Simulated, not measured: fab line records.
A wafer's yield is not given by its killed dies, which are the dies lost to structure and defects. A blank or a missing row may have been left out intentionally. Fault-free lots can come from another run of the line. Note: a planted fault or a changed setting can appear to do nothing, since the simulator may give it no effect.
Matching of chambers || flow sky130 || cmp-02 running SKY_VIA3_CMP_02: 4 sister chambers
The step polishes SiO2. 20 wafers are shown with their chamber, then 10 later ones without.

## WAFERS PAIRED WITH THEIR CHAMBERS
{"wafer": "L074.3", "chamber": 0, "motor current A (A)": 14.1, "edge zone pressure frac": 1.000, "platen rpm (rpm)": 59.92}
{"wafer": "L074.5", "chamber": 1, "motor current A (A)": 11.4, "edge zone pressure frac": 0.998, "platen rpm (rpm)": 59.92}
{"wafer": "L074.6", "chamber": 2, "motor current A (A)": 13.2, "edge zone pressure frac": 1.001, "platen rpm (rpm)": 59.98}
{"wafer": "L076.2", "chamber": 3, "motor current A (A)": 12.2, "edge zone pressure frac": 0.997, "platen rpm (rpm)": 60.07}
{"wafer": "L076.3", "chamber": 0, "motor current A (A)": 13.9, "edge zone pressure frac": 0.997, "platen rpm (rpm)": 60.00}
{"wafer": "L076.6", "chamber": 1, "motor current A (A)": 11.8, "edge zone pressure frac": 1.001, "platen rpm (rpm)": 60.00}
{"wafer": "L078.2", "chamber": 0, "motor current A (A)": 14.1, "edge zone pressure frac": 1.008, "platen rpm (rpm)": 60.05}
{"wafer": "L078.5", "chamber": 2, "motor current A (A)": 13.1, "edge zone pressure frac": 0.997, "platen rpm (rpm)": 59.96}
{"wafer": "L078.6", "chamber": 1, "motor current A (A)": 11.3, "edge zone pressure frac": 0.997, "platen rpm (rpm)": 60.03}
{"wafer": "L079.1", "chamber": 2, "motor current A (A)": 13.5, "edge zone pressure frac": 1.004, "platen rpm (rpm)": 60.00}
{"wafer": "L079.3", "chamber": 1, "motor current A (A)": 11.4, "edge zone pressure frac": 0.997, "platen rpm (rpm)": 59.97}
{"wafer": "L079.6", "chamber": 3, "motor current A (A)": 12.6, "edge zone pressure frac": 1.000, "platen rpm (rpm)": 59.95}
{"wafer": "L084.1", "chamber": 0, "motor current A (A)": 14.6, "edge zone pressure frac": 1.004, "platen rpm (rpm)": 60.07}
{"wafer": "L084.3", "chamber": 1, "motor current A (A)": 11.6, "edge zone pressure frac": 1.004, "platen rpm (rpm)": 60.00}
{"wafer": "L084.5", "chamber": 1, "motor current A (A)": 11.9, "edge zone pressure frac": 0.995, "platen rpm (rpm)": 60.00}
{"wafer": "L085.1", "chamber": 2, "motor current A (A)": 13.5, "edge zone pressure frac": 0.991, "platen rpm (rpm)": 59.97}
{"wafer": "L085.2", "chamber": 1, "motor current A (A)": 11.5, "edge zone pressure frac": 0.992, "platen rpm (rpm)": 59.97}
{"wafer": "L085.3", "chamber": 0, "motor current A (A)": 14.1, "edge zone pressure frac": 1.002, "platen rpm (rpm)": 60.04}
{"wafer": "L090.1", "chamber": 3, "motor current A (A)": 12.9, "edge zone pressure frac": 1.007, "platen rpm (rpm)": 59.96}
{"wafer": "L090.2", "chamber": 0, "motor current A (A)": 14.1, "edge zone pressure frac": 0.996, "platen rpm (rpm)": 59.99}

SIGNATURES, as means of the wafers listed above
{"reading": "motor current A", "chamber 0": 14.150, "chamber 1": 11.557, "chamber 2": 13.325, "chamber 3": 12.567, "scatter within a chamber": 0.243}
{"reading": "edge zone pressure frac", "chamber 0": 1.00117, "chamber 1": 0.99771, "chamber 2": 0.99825, "chamber 3": 1.00133, "scatter within a chamber": 0.00461}
{"reading": "platen rpm", "chamber 0": 60.0117, "chamber 1": 59.9843, "chamber 2": 59.9775, "chamber 3": 59.9933, "scatter within a chamber": 0.0446}
Rule: for each reading, subtract the chamber's mean from the wafer's reading, divide by that reading's scatter and square the result; add these up over the readings and take the root, which gives the wafer's distance from the chamber. If the next closest chamber is less than 2 further off than the closest, the wafer can't be placed; otherwise it belongs to the closest. How the scatter is found: for the shown wafers, subtract from each reading the mean of its chamber, square and add these, divide the total by (wafers less chambers), then take the root.

## WAFERS MISSING THEIR CHAMBER
{"wafer": "L090.3", "motor current A (A)": 13.3, "edge zone pressure frac": 1.004, "platen rpm (rpm)": 59.99}
{"wafer": "L095.1", "motor current A (A)": 12.8, "edge zone pressure frac": 1.002, "platen rpm (rpm)": 59.99}
{"wafer": "L095.4", "motor current A (A)": 12.0, "edge zone pressure frac": 1.001, "platen rpm (rpm)": 60.11}
{"wafer": "L095.6", "motor current A (A)": 14.6, "edge zone pressure frac": 1.004, "platen rpm (rpm)": 60.03}
{"wafer": "L096.3", "motor current A (A)": 13.3, "edge zone pressure frac": 1.000, "platen rpm (rpm)": 59.94}
{"wafer": "L096.4", "motor current A (A)": 14.0, "edge zone pressure frac": 0.994, "platen rpm (rpm)": 59.97}
{"wafer": "L096.5", "motor current A (A)": 11.9, "edge zone pressure frac": 1.004, "platen rpm (rpm)": 60.03}
{"wafer": "L097.1", "motor current A (A)": 13.0, "edge zone pressure frac": 0.999, "platen rpm (rpm)": 60.03}
{"wafer": "L097.3", "motor current A (A)": 11.8, "edge zone pressure frac": 1.003, "platen rpm (rpm)": 60.02}
{"wafer": "L097.5", "motor current A (A)": 11.7, "edge zone pressure frac": 0.998, "platen rpm (rpm)": 59.93}

## THE CHAMBER EACH PASSED THROUGH
{"wafer": "L090.3", "from the rows above": "can't be placed: 2 or 3", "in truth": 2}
{"wafer": "L095.1", "from the rows above": "can't be placed: 3 or 2", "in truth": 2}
{"wafer": "L095.4", "from the rows above": "can't be placed: 1 or 3", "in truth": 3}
{"wafer": "L095.6", "from the rows above": 0, "in truth": 0}
{"wafer": "L096.3", "from the rows above": 2, "in truth": 2}
{"wafer": "L096.4", "from the rows above": "can't be placed: 0 or 2", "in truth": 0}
{"wafer": "L096.5", "from the rows above": "can't be placed: 1 or 3", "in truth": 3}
{"wafer": "L097.1", "from the rows above": "can't be placed: 2 or 3", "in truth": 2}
{"wafer": "L097.3", "from the rows above": "can't be placed: 1 or 3", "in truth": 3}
{"wafer": "L097.5", "from the rows above": 1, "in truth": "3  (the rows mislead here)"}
Correctly placed: 2 of 10. Not placeable from these rows: 7 (in 7, the candidates include the true chamber). Number placed wrongly: 1.
